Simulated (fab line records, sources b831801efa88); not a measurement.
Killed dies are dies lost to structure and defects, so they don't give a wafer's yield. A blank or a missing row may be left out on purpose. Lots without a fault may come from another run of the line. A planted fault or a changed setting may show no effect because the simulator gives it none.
Which tool did it? | flow gf180mcu | 7 lots, 21 wafers sampled, at 3 steps of a route of 602

WHAT THE GAUGES READ, wafer by wafer
GF_CONTACT_THK_MEAS_03.
lot  | measured     | on            | CONTACT_CVD_02_THK (nm)
L931 | day 15 22:48 | film_metro-01 | 846 860 866
L933 | day 16 21:13 | film_metro-04 | 849 846 848
L937 | day 18 06:58 | film_metro-04 | 863 845 876
L940 | day 19 06:44 | film_metro-04 | 874 883 886
L946 | day 21 17:39 | film_metro-01 | 858 884 881
L952 | day 23 17:26 | film_metro-04 | 854 853 872

WHICH TOOL RAN EACH LOT (tool, then ch and the chambers of the sampled wafers, then the start)
lot  | GF_VT_IMPLANT_STRIP_09               | GF_VT_IMPLANT_DEVELOP_17
L931 | plasma_asher-01 ch 0, day 6 03:42    | litho_track-03 ch 0, day 6 18:55
L933 | plasma_asher-01 ch 0,1, day 6 15:58  | litho_track-03 ch 0, day 7 07:43
L937 | plasma_asher-04 ch 0,1, day 7 16:15  | litho_track-01 ch 0, day 8 08:14
L940 | plasma_asher-04 ch 0,1, day 8 10:53  | litho_track-03 ch 0, day 9 03:26
L943 | plasma_asher-01 ch 0,1, day 9 05:15  | litho_track-04, day 9 22:25
L946 | plasma_asher-01 ch 0,1, day 10 05:14 | litho_track-01 ch 0, day 10 22:49
L952 | plasma_asher-01 ch 0,1, day 11 18:57 | litho_track-03 ch 0, day 12 14:31
- GF_VT_IMPLANT_STRIP_09: strips in O2/N2.
- GF_VT_IMPLANT_DEVELOP_17: develop time 60 s.

THE ANSWER, worked out from the rows above alone
Rule: what is usual is taken from the lots themselves. Put in order of their means at a reading, lots are off if they are a third of the lots or fewer, leave a main group of 4 or more, and stand apart from it by a gap of 3 or more times the standard deviation of the main group's means; of several such gaps the widest counts. A main group whose means are all the same, to the digits that the tables above print for the reading, isn't used. A lot without any number at a reading at which 4 lots or more have one is off too. The other lots that the step has rows for count as sound.
No lot is off at any reading shown: from this, nothing can be told.

WHAT THE SIMULATOR HAD PUT IN
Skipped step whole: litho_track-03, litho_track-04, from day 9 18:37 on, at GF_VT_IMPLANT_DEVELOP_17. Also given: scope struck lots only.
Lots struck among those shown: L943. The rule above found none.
